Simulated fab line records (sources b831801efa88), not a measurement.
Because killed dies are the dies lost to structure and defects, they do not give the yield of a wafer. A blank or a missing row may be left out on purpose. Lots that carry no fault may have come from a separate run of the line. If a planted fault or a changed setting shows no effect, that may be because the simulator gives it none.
Problem report in the 8D (eight disciplines) form, filled by code || flow sky130 || the parts of the form that need people (team, actions taken, sign-off) are left out

== 1. THE PROBLEM ==
beam_energy_keV at SKY_LDD_N_IMPLANT_10 reads a mean of 19.762 on 6 wafers of 2 lots; wafers without a fault read 19.999 with a standard deviation of 0.007. Measured from the usual mean, that is -34 standard deviations.
First observed at day 20 20:52: wafer L971.1, on implanter-03. At this step, 36 wafers from 12 lots have a number in the record. Rule for "out", or "out of limits": more than 4 standard deviations from the usual mean. All remaining wafers that have a number are taken as sound.

== 2. WHAT IT IS, AND WHAT IT ISN'T ==
{"question": "which readings at this step", "is": "beam_energy_keV", "is not": "faraday_current_uA"}
{"question": "which lots", "is": "L971, L973", "is not": "L966, L967, L970, L972, L981, L982, L983, L984, L985, L987"}
{"question": "which wafers of those lots", "is": "all that have a number", "is not": "-"}
{"question": "read on which tools", "is": "implanter-03", "is not": "implanter-01, implanter-04"}
{"question": "when", "is": "from day 20 20:52", "is not": "up to then (9 sound wafers); but 21 sound wafers of L972, L981, L982, L983, L984, L985, L987 came after"}

== 3. THE SUSPECTS, EACH WITH WHAT RULES IT OUT ==
Counting: a tool stays on the suspect list if, at a process step up to the reading, it processed all lots that are out and no sound lot following the first of them.
- implanter-03 at SKY_LDD_N_IMPLANT_10: ruled out as a lasting fault. The sound lots L983, L987 went through it after L971, its earliest lot that is out (day 20 20:52).
Left after counting: nothing in the record.

== 4. THE CAUSE (what the simulator had put in) ==
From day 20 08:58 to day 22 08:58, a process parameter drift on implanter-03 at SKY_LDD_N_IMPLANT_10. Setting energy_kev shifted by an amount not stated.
Counting ruled it out, wrongly.

== 5. THE CHAIN OF EFFECTS, in route order ==
Each row: a reading whose mean over the struck wafers that have a number lies more than 3 standard deviations from the usual. Only readings whose record carries a usual standard deviation are examined. hours: median over the lots of the time between each lot's start at the first step of this table that gives one and its start at this step. sigmas: the change, counted in usual standard deviations.
{"hours": 0, "step": "SKY_LDD_N_IMPLANT_10", "reading": "beam_energy_keV", "usual": 19.999, "on struck wafers": 19.762, "change": -0.237, "sigmas": -34}
The process steps in it:
- SKY_LDD_N_IMPLANT_10
Later measuring or inspecting steps at which every struck wafer that the step has a row for has a number for every such reading, and none has moved that far: SKY_SD_P_CD_MEAS_07.

== 6. WHAT WOULD HAVE CAUGHT IT SOONER ==
12 hours passed between the start of the fault at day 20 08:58 and the first reading out of limits in this record, taken at day 20 20:52.
